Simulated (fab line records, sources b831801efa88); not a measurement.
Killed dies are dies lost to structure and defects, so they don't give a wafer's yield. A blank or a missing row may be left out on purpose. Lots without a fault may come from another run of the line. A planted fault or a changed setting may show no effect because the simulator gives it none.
A struck lot beside a sound one | flow sky130 | 15 steps out of a route of 708
Sound: wafers L123.2, L123.3, L123.5. Struck: wafers L125.1, L125.3, L125.5. The cause comes at the end.
At each step with rows: each side's tool, then ch and its chambers, then its first start. Under that, the readings that differ: sound wafers | struck wafers | difference of the means | sigmas: that difference in standard deviations of wafers without a fault.
alike: readings whose means differ by less than 2 such deviations, and words and numbers that are the same on both sides. not compared: withheld readings, readings that some wafer has no value for, bounds like >300 that may hide the same value, and numbers for which the record gives no deviation and whose values overlap.
The two part at a step that has a row with sigmas, a row that says differs or no value, or rows on one side only. Numbers that don't overlap but have no deviation are shown without sigmas and don't part them. A reading that every wafer of one side lacks parts them only if that side has two wafers or more.

first, 3 steps without rows for these wafers: SKY_LI_CONTACT_EXPOSE_09 (exposes mask LICM1, target cd 170 nm); SKY_LI_CONTACT_PEB_10; SKY_LI_CONTACT_DEVELOP_11 (develop time 60 s).
SKY_LI_CONTACT_CD_MEAS_12: target cd 170 nm.
  sound on cd_sem-02, day 32 21:46; struck on cd_sem-01, day 33 18:06
  alike: cd_nm
SKY_LI_CONTACT_OVL_MEAS_13:
  sound on overlay-01, day 32 21:52; struck on overlay-02, day 33 18:13
  reading             | sound   | struck | difference | sigmas
  LI_CONTACT_OVL (nm) | 0 -9 -9 | 6 10 4 | +13        | +2
SKY_LI_CONTACT_ETCH_14: etches BARC in N2/H2, stops on SiO2, time 45.9 s, target depth 60 nm.
  sound on rie_diel-03 ch 0,3, day 32 21:54; struck on rie_diel-02 ch 2,3, day 33 18:15
  alike: chamber_pressure_mTorr, drypump_motor_current_A, n2_flow_sccm, oes_product_au, throttle_valve_pct
  not compared: rf_hours_counter_h
SKY_LI_CONTACT_ETCH_15: etches PSG in C4F8/O2/Ar, stops on Si, target depth 600 nm.
  sound on rie_diel-03 ch 0,3, day 32 21:57; struck on rie_diel-02 ch 2,3, day 33 18:18
  alike: chamber_pressure_mTorr, oes_product_au
SKY_LI_CONTACT_STRIP_16: strips in O2/N2.
  sound on plasma_asher-02 ch 0,1, day 32 22:02; struck on plasma_asher-03 ch 0,1, day 33 18:23
  alike: chamber_pressure_mTorr, drypump_motor_current_A, n2_flow_sccm, oes_product_au, strip_time_to_endpoint_s
  not compared: rf_hours_counter_h
then, 2 steps without rows for these wafers: SKY_LI_CONTACT_CLEAN_17 (cleans in NMP, time 600 s); SKY_LI_CONTACT_PRE_CLEAN_18 (time 5.6 s).
SKY_LI_CONTACT_SPUTTER_19: material Ti, target thk 20 nm, time 106.37 s.
  sound on pvd_sputter-03, day 32 22:20; struck on pvd_sputter-02, day 33 18:41
  alike: throttle_valve_pct
SKY_LI_CONTACT_SPUTTER_20: material TiN, target thk 20 nm, time 80 s.
  sound on pvd_sputter-03, day 32 22:24; struck on pvd_sputter-02, day 33 18:46
  alike: throttle_valve_pct
SKY_LI_CONTACT_CVD_21: deposits W, target thk 400 nm, time 120.56 s.
  sound on cvd_w-02 ch 0,1, day 32 22:28; struck on cvd_w-02 ch 0,1, day 33 18:50
  reading                                  | sound                | struck               | difference | sigmas
  susceptor_temp_C (C)                     | 399.92 399.86 399.94 | 402.69 402.78 402.98 | +2.91      | +14
  model.W_of_LI_CONTACT_CVD_21.thk_nm (nm) | 402.9 398.5 397.5    | 404.7 407.1 414.9    | +9.3       |
  alike: chamber_pressure_Torr, heater_power_w
SKY_LI_CONTACT_RS_MEAS_22: measures by four-point-probe.
  sound on film_metro-04, day 32 22:37; struck on film_metro-04, day 33 19:23
  alike: LI_CONTACT_W_RS
  not compared: hold
SKY_LI_CONTACT_THK_MEAS_23: measures by xrf.
  sound on film_metro-04, day 32 22:43; struck on film_metro-04, day 33 23:10
  alike: LI_CONTACT_W_THK
  not compared: hold

WHERE THEY PART
First at SKY_LI_CONTACT_OVL_MEAS_13; last, within this record, at SKY_LI_CONTACT_CVD_21. Later steps at which nothing parts them and some readings are alike: SKY_LI_CONTACT_RS_MEAS_22, SKY_LI_CONTACT_THK_MEAS_23.

WHY: what the simulator had put in
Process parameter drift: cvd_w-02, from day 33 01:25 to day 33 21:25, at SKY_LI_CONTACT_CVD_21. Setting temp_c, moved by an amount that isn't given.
